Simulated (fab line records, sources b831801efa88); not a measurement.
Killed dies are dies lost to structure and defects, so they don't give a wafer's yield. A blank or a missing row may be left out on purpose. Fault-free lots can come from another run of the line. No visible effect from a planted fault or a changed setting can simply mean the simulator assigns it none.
fab line records	flow sky130
record: lots: 24	wafers: 72	last-day: 50
route steps=708 shown FIELD_ISO@1 DNWELL@44 CONTACT@421
lots with no fault: from the same line, run without faults
start-h: start of the lot's first displayed wafer, in hours after the record's first day	wait-h: how many hours have passed since the lot's step before this one	" unchanged from the row above	L1.1+2: several wafers, shown together as one row	- value missing, or start not given	* or withheld: withheld	< > ~ a bound
route shown NAME@n: a module of which the file shows steps, and the number in the route of the first	usual: the fault-free wafers' mean and standard deviation	same: alike in all rows	chamber/n: place in a boat	sites: readings site by site	_std_site: their standard deviation	_edge_site: inner sites' mean taken away from outer sites' mean	radius-mm: for every site, how far away it sits from the centre of the wafer	mask NAME#n: copy n	behind: the last tool/chamber to shape the wafer	hold: the reason the lot was held/the length of the hold in hours/how it ended	device: transistor that didn't switch, given as n, p or np	end of line: tests run on the same wafers once the route is complete	for a step that has no rows: nothing shown but its recipe	killed: dies that structure and defects cost at the first sort, which is not the same as the wafer's yield	map: dies across one wafer; x = killed, . = not, _ = none there
set.NAME: the setting that was run; set.NAME@STEP: the one run at that earlier step	model.NAME: the simulator's own value behind a step, which no gauge read
the route's steps for a sample of lots (tables are steps, rows are wafers)
services: from which hour (start-h, from the record's first day; less than 0 if before it) a tool's chamber was out of use, for how many hours, and why
== steps ==
step: SKY_FIELD_ISO_BOW_MEAS_00
recipe: mode: bow
usual: INCOMING_BOW: -1/6.6
lot.wafer	tool	chamber	start-h	wait-h	INCOMING_BOW[um]
L074.1	film-metro-01	-	10.00	-	4
L074.5	"	-	"	"	6
L074.6	"	-	"	"	-4
L075.2	film-metro-03	-	15.02	-	0
L075.4	"	-	"	"	4
L075.6	"	-	"	"	0
L076.1	film-metro-04	-	20.00	-	-8
L076.4	"	-	"	"	4
L076.5	"	-	"	"	-2
L077.1	film-metro-01	-	25.00	-	3
L077.2	"	-	"	"	0
L077.3	"	-	"	"	5
L078.1	film-metro-03	-	30.00	-	0
L078.3	"	-	"	"	-4
L078.4	"	-	"	"	6
L079.2	film-metro-04	-	35.02	-	-4
L079.3	"	-	"	"	6
L079.4	"	-	"	"	-5
L080.1	film-metro-03	-	40.00	-	14
L080.3	"	-	"	"	1
L080.5	"	-	"	"	5
L081.2	film-metro-01	-	45.02	-	-11
L081.3	"	-	"	"	2
L081.4	"	-	"	"	6
L082.2	film-metro-03	-	50.02	-	0
L082.4	"	-	"	"	2
L082.5	"	-	"	"	10
L083.1	film-metro-03	-	55.00	-	-2
L083.2	"	-	"	"	-10
L083.6	"	-	"	"	-8
L084.1	film-metro-04	-	60.00	-	-8
L084.3	"	-	"	"	4
L084.4	"	-	"	"	4
L085.3	film-metro-01	-	65.04	-	-13
L085.4	"	-	"	"	-8
L085.5	"	-	"	"	-10
L086.1	film-metro-01	-	70.00	-	-2
L086.4	"	-	"	"	-6
L086.6	"	-	"	"	3
L087.1	film-metro-01	-	75.00	-	-1
L087.2	"	-	"	"	-16
L087.5	"	-	"	"	4
L088.4	film-metro-03	-	80.06	-	13
L088.5	"	-	"	"	8
L088.6	"	-	"	"	-7
L089.2	film-metro-03	-	85.02	-	-2
L089.3	"	-	"	"	16
L089.6	"	-	"	"	-10
L090.2	film-metro-04	-	90.02	-	-8
L090.3	"	-	"	"	-13
L090.4	"	-	"	"	1
L091.3	film-metro-03	-	95.04	-	-6
L091.5	"	-	"	"	2
L091.6	"	-	"	"	0
L092.1	film-metro-04	-	100.00	-	4
L092.2	"	-	"	"	-6
L092.4	"	-	"	"	-2
L093.3	film-metro-03	-	105.04	-	-6
L093.5	"	-	"	"	-6
L093.6	"	-	"	"	3
L094.1	film-metro-04	-	110.00	-	2
L094.5	"	-	"	"	-3
L094.6	"	-	"	"	3
L095.1	film-metro-03	-	115.00	-	-1
L095.2	"	-	"	"	6
L095.3	"	-	"	"	3
L096.2	film-metro-04	-	120.02	-	-7
L096.3	"	-	"	"	11
L096.6	"	-	"	"	9
L097.2	film-metro-03	-	125.02	-	-6
L097.4	"	-	"	"	0
L097.6	"	-	"	"	11
step: SKY_DNWELL_TW_MEAS_09
usual: DNWELL_TW: 1106/12
lot.wafer	tool	chamber	start-h	wait-h	DNWELL_TW
L074.1	film-metro-04	-	51.45	0.1	1092
L074.5	"	-	"	"	1096
L074.6	"	-	"	"	1093
L075.2	film-metro-04	-	60.89	0.1	1091
L075.4	"	-	"	"	1093
L075.6	"	-	"	"	1099
L076.1	film-metro-04	-	64.38	0.1	1102
L076.4	"	-	"	"	1101
L076.5	"	-	"	"	1104
L077.1	film-metro-04	-	68.13	0.1	1097
L077.2	"	-	"	"	1094
L077.3	"	-	"	"	1093
L078.1	film-metro-02	-	73.41	0.1	1122
L078.3	"	-	"	"	1127
L078.4	"	-	"	"	1122
L079.2	film-metro-01	-	80.54	0.1	1102
L079.3	"	-	"	"	1100
L079.4	"	-	"	"	1102
L080.1	film-metro-01	-	87.93	0.1	1101
L080.3	"	-	"	"	1102
L080.5	"	-	"	"	1104
L081.2	film-metro-02	-	89.11	0.1	1120
L081.3	"	-	"	"	1120
L081.4	"	-	"	"	1119
L082.2	film-metro-01	-	96.01	0.1	1115
L082.4	"	-	"	"	1112
L082.5	"	-	"	"	1111
L083.1	film-metro-01	-	100.18	0.1	1100
L083.2	"	-	"	"	1104
L083.6	"	-	"	"	1103
L084.1	film-metro-01	-	106.15	0.1	1107
L084.3	"	-	"	"	1106
L084.4	"	-	"	"	1107
L085.3	film-metro-02	-	110.32	0.1	1105
L085.4	"	-	"	"	1117
L085.5	"	-	"	"	1110
L086.1	film-metro-02	-	117.21	0.1	1122
L086.4	"	-	"	"	1119
L086.6	"	-	"	"	1122
L087.1	film-metro-02	-	121.43	0.1	1114
L087.2	"	-	"	"	1122
L087.5	"	-	"	"	1124
L088.4	film-metro-02	-	127.21	0.1	1121
L088.5	"	-	"	"	1125
L088.6	"	-	"	"	1123
L089.2	film-metro-01	-	133.37	0.1	1097
L089.3	"	-	"	"	1095
L089.6	"	-	"	"	1102
L090.2	film-metro-01	-	138.24	0.1	1105
L090.3	"	-	"	"	1102
L090.4	"	-	"	"	1106
L091.3	film-metro-02	-	148.88	0.1	1104
L091.5	"	-	"	"	1112
L091.6	"	-	"	"	1110
L092.1	film-metro-04	-	154.63	0.1	1093
L092.2	"	-	"	"	1092
L092.4	"	-	"	"	1091
L093.3	film-metro-01	-	162.15	0.1	1107
L093.5	"	-	"	"	1110
L093.6	"	-	"	"	1101
L094.1	film-metro-01	-	167.78	0.1	1101
L094.5	"	-	"	"	1098
L094.6	"	-	"	"	1101
L095.1	film-metro-04	-	167.95	0.1	1080
L095.2	"	-	"	"	1084
L095.3	"	-	"	"	1080
L096.2	film-metro-02	-	172.24	0.1	1121
L096.3	"	-	"	"	1123
L096.6	"	-	"	"	1117
L097.2	film-metro-04	-	181.39	0.1	1100
L097.4	"	-	"	"	1102
L097.6	"	-	"	"	1098
step: SKY_CONTACT_OVL_MEAS_15
usual: CONTACT_OVL: -2/4.6
lot.wafer	tool	chamber	start-h	wait-h	CONTACT_OVL[nm]
L074.1	overlay-02	-	730.92	0.1	-11
L074.5	"	-	"	"	-12
L074.6	"	-	"	"	-5
L075.2	overlay-01	-	739.41	0.1	-6
L075.4	"	-	"	"	-4
L075.6	"	-	"	"	0
L076.1	overlay-02	-	755.68	0.1	-1
L076.4	"	-	"	"	-4
L076.5	"	-	"	"	-4
L077.1	overlay-02	-	759.62	0.1	1
L077.2	"	-	"	"	-9
L077.3	"	-	"	"	3
L078.1	overlay-02	-	776.95	0.1	-2
L078.3	"	-	"	"	-10
L078.4	"	-	"	"	-6
L079.2	overlay-02	-	778.65	0.1	-1
L079.3	"	-	"	"	2
L079.4	"	-	"	"	-4
L080.1	overlay-01	-	785.77	0.1	-5
L080.3	"	-	"	"	-9
L080.5	"	-	"	"	-5
L081.2	overlay-02	-	788.15	0.1	0
L081.3	"	-	"	"	2
L081.4	"	-	"	"	2
L082.2	overlay-02	-	795.80	0.1	-2
L082.4	"	-	"	"	-10
L082.5	"	-	"	"	-1
L083.1	overlay-01	-	801.37	0.1	0
L083.2	"	-	"	"	-9
L083.6	"	-	"	"	-10
L084.1	overlay-01	-	806.10	0.1	-6
L084.3	"	-	"	"	-2
L084.4	"	-	"	"	3
L085.3	overlay-01	-	817.90	0.1	-5
L085.4	"	-	"	"	-3
L085.5	"	-	"	"	-2
L086.1	overlay-02	-	823.22	0.1	3
L086.4	"	-	"	"	2
L086.6	"	-	"	"	-1
L087.1	overlay-02	-	829.03	0.1	-7
L087.2	"	-	"	"	-4
L087.5	"	-	"	"	0
L088.4	overlay-01	-	839.43	0.1	1
L088.5	"	-	"	"	-12
L088.6	"	-	"	"	-7
L089.2	overlay-02	-	844.92	0.1	-1
L089.3	"	-	"	"	0
L089.6	"	-	"	"	-1
L090.2	overlay-01	-	868.02	0.1	0
L090.3	"	-	"	"	8
L090.4	"	-	"	"	1
L092.1	overlay-01	-	880.62	0.1	5
L092.2	"	-	"	"	4
L092.4	"	-	"	"	1
L091.3	overlay-02	-	882.85	0.1	2
L091.5	"	-	"	"	-4
L091.6	"	-	"	"	5
L094.1	overlay-01	-	885.98	0.1	1
L094.5	"	-	"	"	2
L094.6	"	-	"	"	-7
L093.3	overlay-01	-	888.90	0.1	-2
L093.5	"	-	"	"	-10
L093.6	"	-	"	"	-4
L095.1	overlay-01	-	892.53	0.1	-8
L095.2	"	-	"	"	-9
L095.3	"	-	"	"	-3
L096.2	overlay-02	-	897.19	0.1	3
L096.3	"	-	"	"	0
L096.6	"	-	"	"	6
L097.2	overlay-01	-	907.97	0.1	1
L097.4	"	-	"	"	-2
L097.6	"	-	"	"	-4
step: SKY_CONTACT_ETCH_17
recipe: target: SiO2	chemistry: C4F8/O2/Ar	stop-on: Si3N4	mask-material: KrF-thick	source-w: 1500	bias-w: 1200	pressure-mtorr: 40	c4f8-flow-sccm: withheld	O2_flow_sccm: 6	Ar_flow_sccm: 300	time-s: withheld	target-depth-a: 3400
usual: oes-product-au: 0.891/0.004
lot.wafer	tool	chamber	start-h	wait-h	oes-product-au
L074.1	rie-diel-02	1	730.99	0.0	0.898
L074.5	"	3	"	"	0.898
L074.6	"	0	"	"	0.891
L075.2	rie-diel-01	2	739.48	0.0	0.894
L075.4	"	3	"	"	0.893
L075.6	"	1	"	"	0.897
L076.1	rie-diel-01	0	755.76	0.0	0.891
L076.4	"	2	"	"	0.889
L076.5	"	1	"	"	0.892
L077.1	rie-diel-03	1	759.70	0.0	0.885
L077.2	"	3	"	"	0.897
L077.3	"	2	"	"	0.892
L078.1	rie-diel-02	3	777.03	0.0	0.884
L078.3	"	1	"	"	0.886
L078.4	"	0	"	"	0.886
L079.2	rie-diel-02	1	778.73	0.0	0.887
L079.3	"	3	"	"	0.889
L079.4	"	0	"	"	0.897
L080.1	rie-diel-01	0	785.84	0.0	0.887
L080.3	"	1	"	"	0.890
L080.5	"	0	"	"	0.897
L081.2	rie-diel-01	0	788.23	0.0	0.891
L081.3	"	1	"	"	0.893
L081.4	"	3	"	"	0.899
L082.2	rie-diel-02	2	795.88	0.0	0.895
L082.4	"	3	"	"	0.888
L082.5	"	2	"	"	0.894
L083.1	rie-diel-03	0	801.44	0.0	0.890
L083.2	"	3	"	"	0.897
L083.6	"	1	"	"	0.888
L084.1	rie-diel-03	0	806.18	0.0	0.897
L084.3	"	1	"	"	0.890
L084.4	"	2	"	"	0.881
L085.3	rie-diel-01	0	817.96	0.0	0.886
L085.4	"	1	"	"	0.893
L085.5	"	1	"	"	0.890
L086.1	rie-diel-02	3	823.29	0.0	0.890
L086.4	"	2	"	"	0.891
L086.6	"	1	"	"	0.889
L087.1	rie-diel-03	3	829.11	0.0	0.891
L087.2	"	1	"	"	0.897
L087.5	"	2	"	"	0.893
L088.4	rie-diel-03	2	839.49	0.0	0.890
L088.5	"	0	"	"	0.882
L088.6	"	1	"	"	0.892
L089.2	rie-diel-03	0	844.99	0.0	0.888
L089.3	"	2	"	"	0.887
L089.6	"	3	"	"	0.886
L090.2	rie-diel-01	3	868.09	0.0	0.898
L090.3	"	1	"	"	0.895
L090.4	"	2	"	"	0.889
L092.1	rie-diel-03	1	880.69	0.0	0.892
L092.2	"	3	"	"	0.892
L092.4	"	2	"	"	0.887
L091.3	rie-diel-01	2	882.91	0.0	0.897
L091.5	"	2	"	"	0.896
L091.6	"	1	"	"	0.888
L094.1	rie-diel-03	3	886.06	0.0	0.885
L094.5	"	2	"	"	0.890
L094.6	"	1	"	"	0.888
L093.3	rie-diel-01	0	888.96	0.0	0.892
L093.5	"	0	"	"	0.891
L093.6	"	3	"	"	0.891
L095.1	rie-diel-02	2	892.61	0.0	0.896
L095.2	"	3	"	"	0.893
L095.3	"	1	"	"	0.894
L096.2	rie-diel-03	3	897.26	0.0	0.888
L096.3	"	0	"	"	0.895
L096.6	"	3	"	"	0.887
L097.2	rie-diel-02	0	908.04	0.0	0.889
L097.4	"	2	"	"	0.887
L097.6	"	1	"	"	0.886
step: SKY_CONTACT_RS_MEAS_25
recipe: thk-meas-gauge: four-point-probe	reads: W_of_CONTACT_CVD_24+TiN_of_CONTACT_SPUTTER_23
usual: CONTACT_W_RS: 0.338/0.0046
lot.wafer	tool	chamber	start-h	wait-h	CONTACT_W_RS[ohm/sq]
L074.1	film-metro-03	-	731.90	0.1	0.343
L074.5	"	-	"	"	0.335
L074.6	"	-	"	"	0.335
L075.2	film-metro-01	-	740.39	0.1	0.338
L075.4	"	-	"	"	0.337
L075.6	"	-	"	"	0.337
L076.1	film-metro-01	-	756.61	0.1	0.331
L076.4	"	-	"	"	0.327
L076.5	"	-	"	"	0.332
L077.1	film-metro-04	-	760.55	0.1	0.337
L077.2	"	-	"	"	0.337
L077.3	"	-	"	"	0.341
L078.1	film-metro-04	-	777.89	0.1	0.346
L078.3	"	-	"	"	0.338
L078.4	"	-	"	"	0.348
L079.2	film-metro-01	-	779.64	0.1	0.338
L079.3	"	-	"	"	0.338
L079.4	"	-	"	"	0.338
L080.1	film-metro-03	-	786.71	0.1	0.330
L080.3	"	-	"	"	0.328
L080.5	"	-	"	"	0.333
L081.2	film-metro-04	-	789.11	0.1	0.337
L081.3	"	-	"	"	0.339
L081.4	"	-	"	"	0.341
L082.2	film-metro-03	-	796.75	0.1	0.337
L082.4	"	-	"	"	0.338
L082.5	"	-	"	"	0.343
L083.1	film-metro-01	-	802.30	0.1	0.333
L083.2	"	-	"	"	0.339
L083.6	"	-	"	"	0.345
L084.1	film-metro-04	-	807.09	0.1	0.343
L084.3	"	-	"	"	0.339
L084.4	"	-	"	"	0.337
L085.3	film-metro-01	-	818.86	0.1	0.347
L085.4	"	-	"	"	0.334
L085.5	"	-	"	"	0.334
L086.1	film-metro-04	-	824.15	0.1	0.344
L086.4	"	-	"	"	0.345
L086.6	"	-	"	"	0.345
L087.1	film-metro-03	-	829.96	0.1	0.340
L087.2	"	-	"	"	0.346
L087.5	"	-	"	"	0.340
L088.4	film-metro-04	-	840.55	0.1	0.339
L088.5	"	-	"	"	0.336
L088.6	"	-	"	"	0.337
L089.2	film-metro-01	-	845.88	0.1	0.330
L089.3	"	-	"	"	0.336
L089.6	"	-	"	"	0.335
L090.2	film-metro-01	-	868.97	0.1	0.337
L090.3	"	-	"	"	0.334
L090.4	"	-	"	"	0.340
L092.1	film-metro-03	-	881.56	0.1	0.329
L092.2	"	-	"	"	0.333
L092.4	"	-	"	"	0.329
L091.3	film-metro-03	-	883.81	0.1	0.338
L091.5	"	-	"	"	0.337
L091.6	"	-	"	"	0.335
L094.1	film-metro-03	-	886.95	0.1	0.338
L094.5	"	-	"	"	0.343
L094.6	"	-	"	"	0.336
L093.3	film-metro-01	-	889.87	0.1	0.344
L093.5	"	-	"	"	0.342
L093.6	"	-	"	"	0.339
L095.1	film-metro-01	-	893.48	0.1	0.338
L095.2	"	-	"	"	0.349
L095.3	"	-	"	"	0.347
L096.2	film-metro-04	-	898.17	0.1	0.341
L096.3	"	-	"	"	0.341
L096.6	"	-	"	"	0.346
L097.2	film-metro-01	-	908.93	0.1	0.334
L097.4	"	-	"	"	0.333
L097.6	"	-	"	"	0.333
step: SKY_CONTACT_CMP_27
recipe: stop-on: SiO2	t-overpolish-s: 15	down-force-psi: 3.5	platen-rpm: 60	target-thk-nm: 0	pad-velocity-m-s: 0.94248
usual: motor-current-A: 10.7/0.79	overpolish-run-s: 15.001/0.0086	time-to-endpoint-s: 83/3.6
lot.wafer	tool	chamber	start-h	wait-h	motor-current-A	overpolish-run-s	time-to-endpoint-s
L074.1	cmp-02	1	732.08	0.1	10.9	14.993	82
L074.6	"	1	"	"	10.2	14.989	87
L074.5	"	2	"	"	10.3	14.998	86
L075.2	cmp-02	0	740.65	0.1	10.0	15.016	83
L075.4	"	1	"	"	10.3	14.989	86
L075.6	"	2	"	"	10.4	14.985	86
L076.4	cmp-01	1	756.79	0.0	11.7	15.009	84
L076.1	"	2	"	"	10.1	15.007	85
L076.5	"	1	"	"	11.7	15.003	85
L077.3	cmp-02	2	760.73	0.0	10.5	15.013	85
L077.1	"	3	"	"	11.8	15.012	82
L077.2	"	1	"	"	10.7	14.998	85
L078.3	cmp-02	1	778.07	0.0	10.9	14.998	87
L078.1	"	2	"	"	10.3	14.996	88
L078.4	"	3	"	"	11.3	14.998	84
L079.3	cmp-01	2	779.80	0.0	10.9	15.009	86
L079.2	"	0	"	"	10.8	15.012	79
L079.4	"	1	"	"	12.0	14.987	84
L080.3	cmp-01	3	786.94	0.1	9.3	14.998	81
L080.1	"	1	"	"	12.0	15.002	83
L080.5	"	2	"	"	10.6	14.995	86
L081.2	cmp-02	1	789.27	0.0	10.8	14.998	91
L081.4	"	2	"	"	11.1	15.003	90
L081.3	"	0	"	"	9.7	15.005	84
L082.4	cmp-01	3	796.91	0.0	9.8	15.014	80
L082.2	"	1	"	"	12.5	14.984	83
L082.5	"	0	"	"	10.6	15.017	75
L083.1	cmp-01	3	802.48	0.1	9.8	15.008	86
L083.2	"	2	"	"	9.8	14.991	83
L083.6	"	3	"	"	9.9	14.996	85
L084.1	cmp-01	0	807.32	0.1	10.3	14.994	80
L084.4	"	1	"	"	12.1	15.008	83
L084.3	"	2	"	"	10.5	14.998	86
L085.3	cmp-02	3	819.05	0.1	12.0	15.009	84
L085.4	"	0	"	"	10.0	14.999	82
L085.5	"	3	"	"	11.4	15.007	85
L086.1	cmp-02	1	824.43	0.1	10.4	15.003	86
L086.4	"	2	"	"	10.4	15.018	83
L086.6	"	3	"	"	11.1	15.000	82
L087.2	cmp-02	2	830.19	0.1	10.3	15.002	83
L087.1	"	0	"	"	10.2	15.005	80
L087.5	"	2	"	"	10.6	14.998	86
L088.4	cmp-01	2	840.72	0.1	10.2	14.990	83
L088.5	"	1	"	"	12.4	14.993	85
L088.6	"	2	"	"	10.7	14.991	87
L089.2	cmp-01	1	846.14	0.1	12.2	15.008	82
L089.3	"	2	"	"	10.6	14.998	85
L089.6	"	3	"	"	9.6	14.994	78
L090.4	cmp-01	3	869.18	0.1	9.8	15.004	81
L090.3	"	0	"	"	10.4	15.005	77
L090.2	"	1	"	"	12.1	15.001	82
L092.4	cmp-02	3	881.74	0.0	11.7	14.995	86
L092.2	"	0	"	"	10.1	15.017	85
L092.1	"	1	"	"	10.6	14.996	91
L091.3	cmp-01	3	884.10	0.2	9.3	15.015	79
L091.6	"	0	"	"	10.9	15.016	75
L091.5	"	1	"	"	12.6	15.001	83
L094.1	cmp-01	1	887.23	0.1	12.0	15.002	83
L094.5	"	3	"	"	9.9	15.016	82
L094.6	"	0	"	"	10.3	14.989	76
L093.3	cmp-01	1	890.01	0.0	12.2	14.999	81
L093.6	"	1	"	"	12.3	15.008	86
L093.5	"	2	"	"	10.2	14.990	84
L095.3	cmp-02	3	893.66	0.0	11.1	15.001	81
L095.1	"	1	"	"	10.1	15.006	87
L095.2	"	2	"	"	10.5	15.002	83
L096.2	cmp-02	3	898.33	0.0	11.5	14.999	77
L096.3	"	1	"	"	10.5	15.008	80
L096.6	"	0	"	"	10.4	14.996	77
L097.2	cmp-01	0	909.09	0.0	10.4	14.996	82
L097.4	"	2	"	"	10.1	14.993	89
L097.6	"	1	"	"	12.1	14.999	87
== services ==
tool	chamber	start-h	hours	kind
cmp-01	-	726.71	1.6	repair
rie-diel-03	0	730.30	-	clean
rie-diel-03	0	730.30	16.5	scheduled-down
rie-diel-03	0	730.30	16.5	vent-cycle
cmp-01	-	744.22	4.0	pm
cmp-01	-	748.22	-	consumable-replace:conditioner
cmp-01	-	748.22	-	consumable-replace:pad
rie-diel-01	1	776.62	2.8	repair
rie-diel-03	2	780.68	25.0	repair
rie-diel-03	-	785.31	0.6	repair
rie-diel-02	-	795.97	15.6	pm
cmp-01	-	801.17	1.3	repair
rie-diel-01	1	801.61	9.0	repair
rie-diel-02	0	811.57	-	clean
rie-diel-02	0	811.57	17.7	scheduled-down
rie-diel-02	0	811.57	17.7	vent-cycle
rie-diel-02	1	826.03	12.6	repair
cmp-02	-	859.24	5.6	pm
rie-diel-03	3	875.02	3.4	repair
cmp-02	-	877.88	1.7	repair
cmp-01	-	878.99	0.6	repair
cmp-02	-	883.69	5.8	pm
rie-diel-01	3	897.86	12.5	repair
== key ==
fault none
